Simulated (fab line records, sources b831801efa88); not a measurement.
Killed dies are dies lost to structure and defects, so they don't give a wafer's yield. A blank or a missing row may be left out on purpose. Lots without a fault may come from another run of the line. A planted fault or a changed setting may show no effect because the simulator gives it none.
Which tool did it? | flow gf180mcu | 14 lots, 42 wafers sampled, at 4 steps of a route of 602

WHAT THE GAUGES READ, wafer by wafer
GF_POLY_GATE_OVL_MEAS_11. Usual: POLY_GATE_OVL 1 nm, standard deviation 5.7.
lot  | measured     | on         | POLY_GATE_OVL (nm) | flag
L976 | day 9 06:47  | overlay-01 | 1 0 0              |
L977 | day 9 11:57  | overlay-02 | 2 -3 7             |
L978 | day 9 17:35  | overlay-02 | 6 -4 2             |
L980 | day 10 06:38 | overlay-02 | 6 2 10             |
L981 | day 10 17:38 | overlay-01 | -7 0 0             |
L983 | day 11 04:13 | overlay-01 | -1 4 4             |
L989 | day 12 21:32 | overlay-02 | 7 -2 -3            |
L990 | day 13 06:01 | overlay-02 | -4 0 -3            |
L993 | day 14 09:24 | overlay-01 | 1 8 3              |
L994 | day 14 14:09 | overlay-02 | -4 -2 -3           |
L995 | day 14 20:02 | overlay-01 | -9 -8 -3           |
L996 | day 15 01:11 | overlay-01 | 9 1 5              |
L997 | day 15 10:50 | overlay-01 | -3 5 3             |
L999 | day 16 03:37 | overlay-01 | 11 10 5            |

GF_NSD_CD_MEAS_07: target cd 400 nm. Usual: cd_nm 400.1 nm, standard deviation 2.4.
lot  | measured     | on        | cd_nm (nm)        | flag
L976 | day 13 09:34 | cd_sem-02 | 400.6 402.5 402.3 |
L977 | day 13 18:01 | cd_sem-02 | 402.0 400.7 400.3 |
L978 | day 13 22:01 | cd_sem-02 | 399.8 402.1 401.3 |
L980 | day 14 13:04 | cd_sem-01 | 400.0 403.1 400.7 |
L981 | day 15 01:52 | cd_sem-01 | 404.7 403.8 403.1 |
L983 | day 15 15:54 | cd_sem-02 | 403.5 400.8 402.4 |
L989 | day 17 17:01 | cd_sem-01 | 400.3 401.4 400.5 |
L990 | day 18 04:10 | cd_sem-02 | 398.3 398.2 398.3 |
L993 | day 19 11:40 | cd_sem-01 | 397.5 397.6 396.3 |
L994 | day 19 15:01 | cd_sem-02 | 401.0 402.0 401.9 |
L995 | day 19 23:23 | cd_sem-02 | 398.3 400.5 396.8 |
L996 | day 20 02:55 | cd_sem-01 | 398.7 397.7 397.3 |
L997 | day 20 14:16 | cd_sem-02 | 396.6 396.5 396.1 |
L999 | day 21 08:38 | cd_sem-01 | 400.6 402.8 400.3 |

WHICH TOOL RAN EACH LOT (tool, then ch and the chambers of the sampled wafers, then the start)
lot  | GF_LVPWELL_STRIP_10                 | GF_VT_IMPLANT_IMPLANT_19
L976 | plasma_asher-04 ch 0, day 3 21:42   | implanter-04 ch 0, day 6 06:12
L977 | plasma_asher-03 ch 0,1, day 4 01:24 | implanter-02 ch 0, day 6 09:16
L978 | plasma_asher-03 ch 0,1, day 4 06:46 | implanter-03 ch 0, day 6 16:07
L980 | plasma_asher-04 ch 0,1, day 4 17:35 | implanter-03 ch 0, day 7 04:48
L981 | plasma_asher-02 ch 0,1, day 5 01:28 | implanter-03 ch 0, day 7 14:15
L983 | plasma_asher-04 ch 0,1, day 5 09:36 | implanter-03 ch 0, day 7 23:48
L989 | plasma_asher-04 ch 0,1, day 6 19:55 | implanter-04 ch 0, day 9 13:39
L990 | plasma_asher-03 ch 0,1, day 7 02:17 | implanter-04 ch 0, day 9 22:31
L993 | plasma_asher-04 ch 0,1, day 7 23:01 | implanter-02 ch 0, day 10 19:30
L994 | plasma_asher-02 ch 0,1, day 8 02:37 | implanter-04 ch 0, day 10 23:17
L995 | plasma_asher-02 ch 0,1, day 8 09:37 | implanter-02 ch 0, day 11 06:31
L996 | plasma_asher-02 ch 0,1, day 8 12:36 | implanter-04 ch 0, day 11 10:15
L997 | plasma_asher-03 ch 0, day 8 20:39   | implanter-03 ch 0, day 11 19:09
L999 | plasma_asher-03 ch 0,1, day 9 07:51 | implanter-03 ch 0, day 12 09:19
- GF_LVPWELL_STRIP_10: strips in O2/N2.
- GF_VT_IMPLANT_IMPLANT_19

WHAT THE TOOLS THEMSELVES READ (means of the sampled wafers that have a number; where no wafer has one, the mark that the record gives instead)
GF_LVPWELL_STRIP_10. Usual: drypump_motor_current_A 5.5 A, standard deviation 0.68; heater_power_w 289 W, standard deviation 23; n2_flow_sccm 300.0 sccm, standard deviation 0.81; oes_product_au 0.723 a.u., standard deviation 0.0049; strip_time_to_endpoint_s 36.98 s, standard deviation 0.11.
lot  | tool            | drypump_motor_current_A (A) | heater_power_w (W) | n2_flow_sccm (sccm) | oes_product_au (a.u.) | strip_time_to_endpoint_s (s) | flag
L976 | plasma_asher-04 | 4.7                         | 315                | 300.3               | 0.721                 | 36.81                        |
L977 | plasma_asher-03 | 6.0                         | 291                | 299.7               | 0.727                 | 36.91                        |
L978 | plasma_asher-03 | 5.9                         | 295                | 300.3               | 0.724                 | 36.96                        |
L980 | plasma_asher-04 | 4.8                         | 294                | 299.8               | 0.722                 | 37.03                        |
L981 | plasma_asher-02 | 5.4                         | 287                | 299.6               | 0.722                 | 37.01                        |
L983 | plasma_asher-04 | 4.8                         | 295                | 299.6               | 0.721                 | 36.96                        |
L989 | plasma_asher-04 | 5.0                         | 277                | 299.1               | 0.721                 | 37.04                        |
L990 | plasma_asher-03 | 6.0                         | 290                | 300.7               | 0.719                 | 37.04                        |
L993 | plasma_asher-04 | 4.9                         | 298                | 300.1               | 0.725                 | 36.90                        |
L994 | plasma_asher-02 | 5.4                         | 293                | 300.1               | 0.723                 | 36.92                        |
L995 | plasma_asher-02 | 6.0                         | 274                | 299.7               | 0.724                 | 37.00                        |
L996 | plasma_asher-02 | 5.4                         | 293                | 300.0               | 0.723                 | 36.90                        |
L997 | plasma_asher-03 | 6.1                         | 284                | 300.2               | 0.718                 | 36.99                        |
L999 | plasma_asher-03 | 5.8                         | 299                | 299.3               | 0.721                 | 37.09                        |

GF_VT_IMPLANT_IMPLANT_19. Usual: beam_energy_keV 100.00, standard deviation 0.032.
lot  | tool         | beam_energy_keV | flag
L976 | implanter-04 | 100.02          |
L977 | implanter-02 | 100.05          |
L978 | implanter-03 | 100.03          |
L980 | implanter-03 | 100.01          |
L981 | implanter-03 | 96.52           | OFF
L983 | implanter-03 | 96.57           | OFF
L989 | implanter-04 | 99.99           |
L990 | implanter-04 | 99.97           |
L993 | implanter-02 | 100.03          |
L994 | implanter-04 | 100.02          |
L995 | implanter-02 | 100.00          |
L996 | implanter-04 | 100.03          |
L997 | implanter-03 | 100.00          |
L999 | implanter-03 | 100.02          |

THE ANSWER, worked out from the rows above alone
Rule: a lot is off if the mean of its wafers that have a number lies more than 3 standard deviations from the usual mean. A lot without any number at a reading at which 4 lots or more have one is off too. The other lots that the step has rows for count as sound. The gauges are gone through in route order, then the tools' own readings, and for those a lot's mean is taken as printed above. The first step at which some lot is off is used, and at that step the reading that is off furthest; a lot without a number counts as furthest.
Off: L981, L983, at GF_VT_IMPLANT_IMPLANT_19 (beam_energy_keV).
A tool fits if, at that step or a process step before it, it ran every lot that is off, and no sound lot after the first of them. None of those tried fits.

WHAT THE SIMULATOR HAD PUT IN
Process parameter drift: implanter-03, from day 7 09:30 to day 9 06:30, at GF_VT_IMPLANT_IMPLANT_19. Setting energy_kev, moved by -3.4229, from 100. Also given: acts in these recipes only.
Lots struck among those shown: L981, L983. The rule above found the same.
